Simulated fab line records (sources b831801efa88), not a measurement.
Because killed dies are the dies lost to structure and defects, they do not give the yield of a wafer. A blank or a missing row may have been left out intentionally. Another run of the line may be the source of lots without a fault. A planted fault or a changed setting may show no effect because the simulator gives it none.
fab line records    flow sky130
record lots=11  wafers=33  last_day=50
route steps=708 shown SONOS_ONO@172 LOCAL_INTERCONNECT@387 VIA1@460
lots with no fault: from the same line, run without faults
start_h: hours from the record's first day to the start of the lot's first wafer shown    wait_h: hours from the lot's prior step to this one    " unchanged from the row above    L1.1+2: several wafers, shown together as one row    - no value present, or no start provided    * or withheld: withheld    < > ~ a bound
route shown NAME@n: NAME is a module with steps in the file, n the number in the route of the first one    usual: average and standard deviation across the fault-free wafers    same: alike in all rows    chamber/n: place in a boat    sites: each site's reading    _std_site: the standard deviation of these    _edge_site: mean of outer sites minus mean of inner sites    radius_mm: how far each site lies from the wafer's centre    mask NAME#n: copy n    behind: the most recent tool/chamber to have shaped the wafer    hold: reason for holding the lot/hours on hold/outcome of the hold    device: the n, p or np transistor that did not switch    end of line: the tests these same wafers got at the end of their route    a step with no rows: only its recipe    killed: dies that structure and defects cost at the first sort, which is not the same as the wafer's yield    map: a wafer's dies, x killed, . not, _ none there
set.NAME: the run value of the setting; set.NAME@STEP: its run value at that earlier step    model.NAME: the simulator's own value behind a step, which no gauge read
one table for each step of the route and one row for each wafer, over a sample of lots
services: a tool's chamber out of use, with start hour (start_h, from the record's first day; less than 0 if before it), hours out, and reason
## steps
# step SKY_SONOS_ONO_CVD_04
# recipe material=SiO2  precursor=SiH4/N2O  target_thk_nm=5.7199  temp_c=900  pressure_mtorr=400
# usual spike_tc_centre_C=900.4/1  zone_power_lower_pct=18.5/1
lot.wafer  tool      chamber  start_h  wait_h  spike_tc_centre_C  zone_power_lower_pct
L393.1     lpcvd-03  1        258.20   0.1     901.1              19.6
L393.5     "         1        "        "       900.1              20.3
L393.6     "         1        "        "       898.6              19.9
L394.1     lpcvd-03  1        266.41   0.1     901.9              20.0
L394.4     "         1        "        "       900.1              20.4
L394.5     "         1        "        "       901.1              20.0
L395.4     lpcvd-03  1        279.27   0.0     900.5              20.4
L395.5     "         1        "        "       899.1              20.1
L395.6     "         1        "        "       901.5              20.0
L396.1     lpcvd-03  0        285.57   0.1     898.3              17.8
L396.2     "         0        "        "       900.2              18.0
L396.3     "         0        "        "       899.5              17.7
L397.4     lpcvd-03  1        289.95   0.0     901.1              19.6
L397.5     "         1        "        "       903.7              19.8
L397.6     "         1        "        "       899.5              19.9
L398.1     lpcvd-03  1        296.32   0.1     901.0              19.9
L398.3     "         1        "        "       900.6              19.8
L398.6     "         1        "        "       898.5              19.9
L402.4     lpcvd-03  1        328.48   0.0     900.7              20.0
L402.5     "         1        "        "       901.4              19.8
L402.6     "         1        "        "       899.1              20.2
L403.3     lpcvd-03  0        337.19   0.0     899.9              17.7
L403.4     "         0        "        "       901.9              17.6
L403.6     "         0        "        "       899.0              17.9
L411.1     lpcvd-03  0        401.69   0.1     899.9              18.0
L411.2     "         0        "        "       899.0              17.7
L411.3     "         0        "        "       898.3              18.0
L412.4     lpcvd-03  0        415.49   0.0     902.2              17.9
L412.5     "         0        "        "       899.4              17.8
L412.6     "         0        "        "       900.8              17.7
L413.3     lpcvd-03  1        420.62   0.0     899.8              19.9
L413.5     "         1        "        "       901.0              19.9
L413.6     "         1        "        "       902.2              19.8
# step SKY_SONOS_ONO_THK_MEAS_05
# recipe reads=SiO2_of_SONOS_ONO_CVD_04
# usual SONOS_ONO_CVD_04_THK=5.72/0.14
lot.wafer  tool           chamber  start_h  wait_h  hold                      SONOS_ONO_CVD_04_THK[nm]
L393.1     film_metro-03  -        259.45   0.0     -                         5.71
L393.5     "              -        "        "       -                         5.67
L393.6     "              -        "        "       -                         5.72
L394.1     film_metro-01  -        267.66   0.0     -                         5.64
L394.4     "              -        "        "       -                         5.70
L394.5     "              -        "        "       -                         5.73
L395.4     film_metro-01  -        280.55   0.0     -                         5.53
L395.5     "              -        "        "       -                         5.58
L395.6     "              -        "        "       -                         5.49
L396.1     film_metro-01  -        286.82   0.0     -                         5.67
L396.2     "              -        "        "       -                         5.74
L396.3     "              -        "        "       -                         5.71
L397.4     film_metro-04  -        291.23   0.0     -                         5.93
L397.5     "              -        "        "       -                         5.89
L397.6     "              -        "        "       -                         6.05
L398.1     film_metro-01  -        297.57   0.0     -                         5.69
L398.3     "              -        "        "       -                         5.73
L398.6     "              -        "        "       -                         5.68
L402.4     film_metro-01  -        329.76   0.0     await_dispo/0.2h/release  4.26
L402.5     "              -        "        "       await_dispo/0.2h/release  4.13
L402.6     "              -        "        "       await_dispo/0.2h/release  4.33
L402.4     film_metro-01  -        330.08   0.3     -                         4.23
L402.5     "              -        "        "       -                         4.24
L402.6     "              -        "        "       -                         4.31
L403.3     film_metro-03  -        338.46   0.0     await_dispo/0.2h/release  4.07
L403.4     "              -        "        "       await_dispo/0.2h/release  3.94
L403.6     "              -        "        "       await_dispo/0.2h/release  4.05
L403.3     film_metro-03  -        338.69   0.2     -                         4.08
L403.4     "              -        "        "       -                         3.98
L403.6     "              -        "        "       -                         4.01
L411.1     film_metro-01  -        402.94   0.0     -                         5.36
L411.2     "              -        "        "       -                         5.47
L411.3     "              -        "        "       -                         5.41
L412.4     film_metro-01  -        416.77   0.0     -                         5.71
L412.5     "              -        "        "       -                         5.60
L412.6     "              -        "        "       -                         5.61
L413.3     film_metro-01  -        421.89   0.0     -                         5.51
L413.5     "              -        "        "       -                         5.52
L413.6     "              -        "        "       -                         5.56
# step SKY_LOCAL_INTERCONNECT_SPUTTER_00
# recipe material=TiN  target_thk_nm=100  temp_c=300  power_w=6500  time_s=85.79  chamber_pressure_pa=0.4
# usual chamber_pressure_pa=0.3998/0.00079  throttle_valve_pct=30.2/1.1
lot.wafer  tool            chamber  start_h  wait_h  chamber_pressure_pa  throttle_valve_pct
L393.1     pvd_sputter-04  -        685.85   0.2     0.4004               29.6
L393.5     "               -        "        "       0.3998               30.3
L393.6     "               -        "        "       0.3989               29.5
L394.1     pvd_sputter-03  -        689.69   0.1     0.4001               30.4
L394.4     "               -        "        "       0.3987               30.0
L394.5     "               -        "        "       0.3991               30.5
L395.4     pvd_sputter-01  -        702.86   0.1     0.4006               31.9
L395.5     "               -        "        "       0.3988               31.4
L395.6     "               -        "        "       0.3993               32.0
L396.1     pvd_sputter-01  -        712.35   0.2     0.4007               31.9
L396.2     "               -        "        "       0.3985               30.0
L396.3     "               -        "        "       0.3998               27.6
L397.4     pvd_sputter-03  -        717.86   0.2     0.4005               30.5
L397.5     "               -        "        "       0.3996               30.4
L397.6     "               -        "        "       0.3992               31.0
L398.1     pvd_sputter-04  -        721.23   0.1     0.3992               30.3
L398.3     "               -        "        "       0.4002               29.2
L398.6     "               -        "        "       0.3992               29.5
L402.4     pvd_sputter-03  -        758.40   0.2     0.4004               30.1
L402.5     "               -        "        "       0.3998               30.3
L402.6     "               -        "        "       0.3996               31.0
L403.3     pvd_sputter-01  -        768.48   0.2     0.4003               30.1
L403.4     "               -        "        "       0.4002               27.9
L403.6     "               -        "        "       0.3996               31.8
L411.1     pvd_sputter-03  -        823.35   0.1     0.4006               30.3
L411.2     "               -        "        "       0.4009               30.4
L411.3     "               -        "        "       0.4010               30.9
L412.4     pvd_sputter-01  -        834.77   0.2     0.3993               31.7
L412.5     "               -        "        "       0.4003               31.9
L412.6     "               -        "        "       0.4002               30.0
L413.3     pvd_sputter-03  -        836.72   0.1     0.4009               30.5
L413.5     "               -        "        "       0.4006               30.6
L413.6     "               -        "        "       0.4001               30.4
# step SKY_LOCAL_INTERCONNECT_METAL_ETCH_14
# recipe target_depth_nm=110  stop_on=PSG  chemistry=Cl2/BCl3  target=TiN  resist_sidewall_deg=88  pressure_mtorr=10  icp_w=900  bias_w=48.5  Cl2_flow_sccm=60  bcl3_flow_sccm=30  time_s=31.4
# usual drypump_motor_current_A=5.8/0.53  oes_product_au=0.958/0.0068  throttle_valve_pct=21.891/0.011
lot.wafer  tool          chamber  start_h  wait_h  drypump_motor_current_A  oes_product_au  rf_hours_counter_h  throttle_valve_pct
L393.1     rie_metal-02  0        714.13   0.0     6.3                      0.953           15                  21.906
L393.5     "             0        "        "       6.2                      0.943           -                   21.884
L393.6     "             1        "        "       6.4                      0.948           -                   21.878
L394.1     rie_metal-02  1        718.66   0.0     6.5                      0.951           6                   21.882
L394.4     "             1        "        "       6.5                      0.949           -                   21.876
L394.5     "             1        "        "       6.5                      0.948           -                   21.887
L395.4     rie_metal-01  0        731.43   0.0     4.9                      0.970           -                   21.894
L395.5     "             0        "        "       4.9                      0.959           -                   21.874
L395.6     "             1        "        "       5.7                      0.972           -                   21.884
L396.1     rie_metal-02  0        739.91   0.0     6.3                      0.959           16                  21.880
L396.2     "             1        "        "       6.5                      0.954           7                   21.881
L396.3     "             0        "        "       6.3                      0.966           -                   21.899
L397.4     rie_metal-04  1        746.30   0.1     5.8                      0.968           -                   21.904
L397.5     "             1        "        "       5.8                      0.967           -                   21.893
L397.6     "             0        "        "       5.3                      0.953           -                   21.898
L398.1     rie_metal-04  1        748.68   0.1     5.8                      0.966           8                   21.893
L398.3     "             0        "        "       5.4                      0.963           -                   21.877
L398.6     "             1        "        "       5.8                      0.962           -                   21.887
L402.4     rie_metal-01  1        785.48   0.0     5.7                      0.954           -                   21.899
L402.5     "             1        "        "       5.7                      0.962           -                   21.898
L402.6     "             0        "        "       4.9                      0.971           -                   21.895
L403.3     rie_metal-04  1        795.43   0.0     5.8                      0.968           -                   21.891
L403.4     "             0        "        "       5.3                      0.958           -                   21.889
L403.6     "             1        "        "       5.8                      0.971           -                   21.896
L411.1     rie_metal-04  0        849.21   0.0     5.3                      0.964           5                   21.890
L411.2     "             1        "        "       5.8                      0.956           12                  21.885
L411.3     "             0        "        "       5.4                      0.952           -                   21.878
L412.4     rie_metal-02  1        861.38   0.0     6.4                      0.949           -                   21.892
L412.5     "             1        "        "       6.4                      0.965           -                   21.890
L412.6     "             0        "        "       6.2                      0.950           -                   21.892
L413.3     rie_metal-01  1        863.70   0.0     5.7                      0.958           -                   21.887
L413.5     "             1        "        "       5.6                      0.964           -                   21.897
L413.6     "             0        "        "       4.8                      0.971           -                   21.902
# step SKY_VIA1_CMP_02
# recipe material=SiO2  down_force_psi=4  platen_rpm=60  pad_velocity_m_s=0.94248
# usual edge_zone_pressure_frac=1.000/0.005  motor_current_A=12.1/1.4  slurry_filter_dp_kPa=13.50/0.12
lot.wafer  tool    chamber  start_h  wait_h  edge_zone_pressure_frac  motor_current_A  slurry_filter_dp_kPa
L393.1     cmp-01  2        771.80   0.1     0.988                    11.4             13.58
L393.6     "       2        "        "       0.994                    12.0             13.66
L393.5     "       3        "        "       1.001                    11.2             13.65
L394.1     cmp-02  2        777.12   0.1     0.991                    9.9              13.30
L394.4     "       0        "        "       0.999                    11.0             13.40
L394.5     "       3        "        "       0.997                    13.8             13.55
L395.4     cmp-01  3        788.69   0.1     0.997                    11.4             13.75
L395.6     "       1        "        "       0.996                    13.4             13.31
L395.5     "       2        "        "       1.000                    11.8             13.47
L396.3     cmp-01  2        798.59   0.1     1.004                    11.1             13.36
L396.2     "       3        "        "       0.993                    10.4             13.44
L396.1     "       0        "        "       0.996                    12.8             13.31
L397.4     cmp-02  0        803.39   0.1     1.005                    11.5             13.45
L397.6     "       2        "        "       0.996                    10.2             13.40
L397.5     "       3        "        "       1.004                    14.3             13.67
L398.1     cmp-01  3        805.64   0.1     1.000                    10.8             13.42
L398.3     "       0        "        "       1.013                    13.2             13.55
L398.6     "       2        "        "       0.988                    11.7             13.47
L402.4     cmp-02  0        846.36   0.0     0.995                    11.8             13.33
L402.5     "       0        "        "       1.000                    11.8             13.47
L402.6     "       1        "        "       0.995                    11.3             13.46
L403.4     cmp-01  0        851.26   0.0     1.005                    13.3             13.59
L403.3     "       2        "        "       1.006                    12.1             13.62
L403.6     "       0        "        "       0.999                    14.5             13.35
L411.3     cmp-01  1        904.45   0.0     1.007                    13.3             13.48
L411.1     "       2        "        "       0.991                    12.5             13.68
L411.2     "       0        "        "       0.999                    13.9             13.64
L412.4     cmp-02  1        916.60   0.0     0.995                    11.4             13.65
L412.5     "       1        "        "       0.994                    11.6             13.49
L412.6     "       2        "        "       1.004                    9.5              13.50
L413.3     cmp-01  0        918.90   0.1     0.997                    13.0             13.66
L413.5     "       2        "        "       1.000                    12.0             13.35
L413.6     "       3        "        "       1.001                    11.5             13.33
## services
tool            chamber  start_h  hours  kind
pvd_sputter-01  -        239.16   4.2    repair
cmp-01          -        249.76   0.5    repair
cmp-01          -        276.37   9.3    pm
cmp-01          -        328.07   2.0    repair
cmp-01          -        345.34   3.5    repair
cmp-01          -        350.47   6.6    pm
cmp-01          -        394.63   5.6    pm
cmp-01          -        400.76   2.5    repair
cmp-01          -        412.09   0.9    repair
cmp-01          -        495.33   0.4    repair
cmp-01          -        519.27   1.5    repair
lpcvd-03        -        534.55   0.8    repair
cmp-01          -        568.04   2.7    repair
cmp-01          -        571.38   0.5    repair
cmp-01          -        572.00   4.0    pm
cmp-01          -        616.90   0.5    repair
cmp-01          -        648.15   10.2   repair
pvd_sputter-03  -        680.16   4.4    repair
cmp-01          -        725.83   4.1    repair
cmp-01          -        765.58   3.7    pm
lpcvd-03        -        772.47   2.8    pm
lpcvd-03        -        794.38   3.6    repair
pvd_sputter-03  -        911.61   21.2   repair
cmp-01          -        912.00   4.0    pm
## key
first_sign step=SKY_SONOS_ONO_THK_MEAS_05  reading=visit  direction=added
effect step=SKY_SONOS_ONO_THK_MEAS_05  reading=SONOS_ONO_CVD_04_THK  direction=down  sigmas=11  usual=5.72  struck=4.13
met_at SKY_SONOS_ONO_CVD_04
struck_lots L402,L403
tester_left_out L402,L403
not_acting_at SKY_LOCAL_INTERCONNECT_SPUTTER_00,SKY_LOCAL_INTERCONNECT_METAL_ETCH_14,SKY_VIA1_CMP_02
onset_between 296.32 328.48
fault kind=process_parameter_drift  tool=lpcvd-03  chamber=-  onset_h=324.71  steps=SKY_SONOS_ONO_CVD_04  channel=target_thk_nm  offset=-1.6111  shape=step  end_h=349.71  stated=5.7199
# tester_left_out: of these lots the tester's yield and bins aren't shown, on N5 and GAA mostly nor the transistor test; their killed dies are dies lost to structure and defects alone, not to doping, threshold or leakage, so they don't give the yield
